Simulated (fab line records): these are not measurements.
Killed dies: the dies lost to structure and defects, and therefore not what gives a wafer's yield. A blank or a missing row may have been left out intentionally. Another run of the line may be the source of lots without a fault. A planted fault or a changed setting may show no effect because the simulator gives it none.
Problem report in the 8D (eight disciplines) form, filled by code -- flow gf180mcu -- the parts of the form that need people (team, actions taken, sign-off) are left out

1. WHAT WENT WRONG
Wafers without a fault read 37.99, standard deviation 0.038; exposure_dose_mJ_cm2 at GF_V2_EXPOSE_11 reads a mean of 38.48 on 6 wafers belonging to 2 lots. Relative to the usual mean, that is a shift of +13 standard deviations.
The step: exposes mask Via2, target cd 260 nm.
Seen first at day 25 20:08 on krf_scanner-01, wafer L940.3. Wafers with a number at this step in the record: 39, from 13 lots. By rule, "out" or "out of limits" means more than 4 standard deviations away from the usual mean. The rest of the wafers with a number are treated as sound.

2. WHAT IT IS AND WHAT IT IS NOT
question,is,is not
which readings at this step,exposure_dose_mJ_cm2,-
which lots,"L940, L943","L924, L925, L926, L927, L930, L933, L935, L936, L937, L946, L947"
which wafers of those lots,all that have a number,-
read on which tools,krf_scanner-01,krf_scanner-02
when,from day 25 20:08,"up to then (27 sound wafers); but 6 sound wafers of L946, L947 came after"

3. THE SUSPECTS, EACH WITH WHAT RULES IT OUT
Counting: a tool at a process step up to the reading stays a suspect if it ran every lot that is out and no sound lot after the first of them.
- krf_scanner-01 at GF_V2_EXPOSE_11 (exposes mask Via2, target cd 260 nm): kept. It processed each lot that is out, first L940 at day 25 20:08, and no sound lot thereafter; up to then, the last sound lot it processed was L937 at day 24 19:54. Out on those wafers are its own readings of exposure_dose_mJ_cm2.
The count leaves krf_scanner-01 at GF_V2_EXPOSE_11.

4. THE CAUSE (what the simulator had put in)
Drift in process parameters on krf_scanner-01 at GF_V2_EXPOSE_11, starting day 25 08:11. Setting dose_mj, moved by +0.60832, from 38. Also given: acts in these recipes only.
The count eliminated every tool but this one.

5. THE EFFECT CHAIN, in route order
Each row: a reading whose mean over the struck wafers that have a number lies more than 3 standard deviations from the usual. Only readings whose record carries a usual standard deviation are examined. hours: median over the lots of the time between each lot's start at the first step of this table that gives one and its start at this step. sigmas: the change, counted in usual standard deviations.
hours,step,reading,usual,on struck wafers,change,sigmas
0,GF_V2_EXPOSE_11,exposure_dose_mJ_cm2,37.99,38.48,+0.48,+13
Its process steps:
- GF_V2_EXPOSE_11: exposes mask Via2, target cd 260 nm.

6. HOW IT WOULD HAVE BEEN CAUGHT EARLIER
In this record the first reading out of limits was taken at day 25 20:08, 12 hours after the fault began at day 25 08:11.
